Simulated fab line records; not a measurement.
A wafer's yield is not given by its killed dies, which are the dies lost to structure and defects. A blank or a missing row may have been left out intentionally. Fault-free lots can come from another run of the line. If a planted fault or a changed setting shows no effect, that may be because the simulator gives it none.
Code-filled problem report in 8D (eight disciplines) form || flow sky130 || the parts of the form that need people (team, actions taken, sign-off) are left out

1. WHAT WENT WRONG
Wafers without a fault read 118.99 s, standard deviation 0.22; run_length_s at SKY_POLY_GATE_SOFTBAKE_09 reads a mean of 122.68 s on 2 wafers belonging to 2 lots. Relative to the usual mean, that is a shift of +17 standard deviations.
The step: time 90 s.
Earliest sighting: wafer L123.3 on litho_track-02 at day 20 20:00. The record holds 36 wafers of 12 lots with a number at this step. Rule for "out", or "out of limits": more than 4 standard deviations from the usual mean. The rest of the wafers with a number are treated as sound.

2. WHAT IT IS AND WHAT IT IS NOT
{"question": "which readings at this step", "is": "run_length_s", "is not": "resist_line_temp_C"}
{"question": "which lots", "is": "L123, L127", "is not": "L111, L112, L115, L116, L119, L120, L128, L130, L131, L133"}
{"question": "which wafers of those lots", "is": "L123.3, L127.2", "is not": "L123.1, L123.4, L127.1, L127.5"}
{"question": "read on which tools", "is": "litho_track-02", "is not": "litho_track-01, litho_track-03"}
{"question": "when", "is": "from day 20 20:00", "is not": "up to then (20 sound wafers); but 14 sound wafers of L127, L128, L130, L131, L133 came after"}

3. SUSPECTS, AND WHAT RULES EACH OUT
Counting: any tool at a process step up to the reading remains a suspect provided it ran every lot that is out. Sound lots after the first of them don't rule it out here, since some wafers of a struck lot are sound.
- plasma_asher-04 at SKY_SONOS_ONO_STRIP_17 (strips in O2/N2): kept. Ran every lot that is out, first one L123 (day 17 08:52); last sound lot up to then L119 (day 15 19:44).
- litho_track-02 at SKY_POLY_GATE_SOFTBAKE_09 (time 90 s): kept. Ran every lot that is out, first one L123 (day 20 20:00); last sound lot up to then L115 (day 18 08:00). On those wafers its own readings are out: run_length_s.
After counting, plasma_asher-04 at SKY_SONOS_ONO_STRIP_17 and litho_track-02 at SKY_POLY_GATE_SOFTBAKE_09 remain.

4. THE CAUSE (what the simulator had put in)
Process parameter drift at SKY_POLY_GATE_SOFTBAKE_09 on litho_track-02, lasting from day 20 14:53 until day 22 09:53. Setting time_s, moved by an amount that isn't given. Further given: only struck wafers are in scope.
Counting leaves 2 suspects; this tool is one of them.

5. THE EFFECT CHAIN, in route order
Each row: a reading whose mean over the struck wafers that have a number lies more than 3 standard deviations from the usual. Only readings whose record carries a usual standard deviation are examined. hours: median over the lots of the time between each lot's start at the first step of this table that gives one and its start at this step. sigmas: the change, counted in usual standard deviations.
{"hours": 0, "step": "SKY_POLY_GATE_SOFTBAKE_09", "reading": "run_length_s", "usual": "118.99 s", "on struck wafers": 122.68, "change": "+3.69", "sigmas": "+17"}
Here are the process steps it includes:
- SKY_POLY_GATE_SOFTBAKE_09: time 90 s.
At these later measuring or inspecting steps, every struck wafer for which the step has a row has a number for every such reading, and none has moved that far: SKY_POLY_GATE_OVL_MEAS_14.

6. HOW IT WOULD HAVE BEEN CAUGHT EARLIER
5 hours passed between the start of the fault at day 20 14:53 and the first reading out of limits in this record, taken at day 20 20:00.
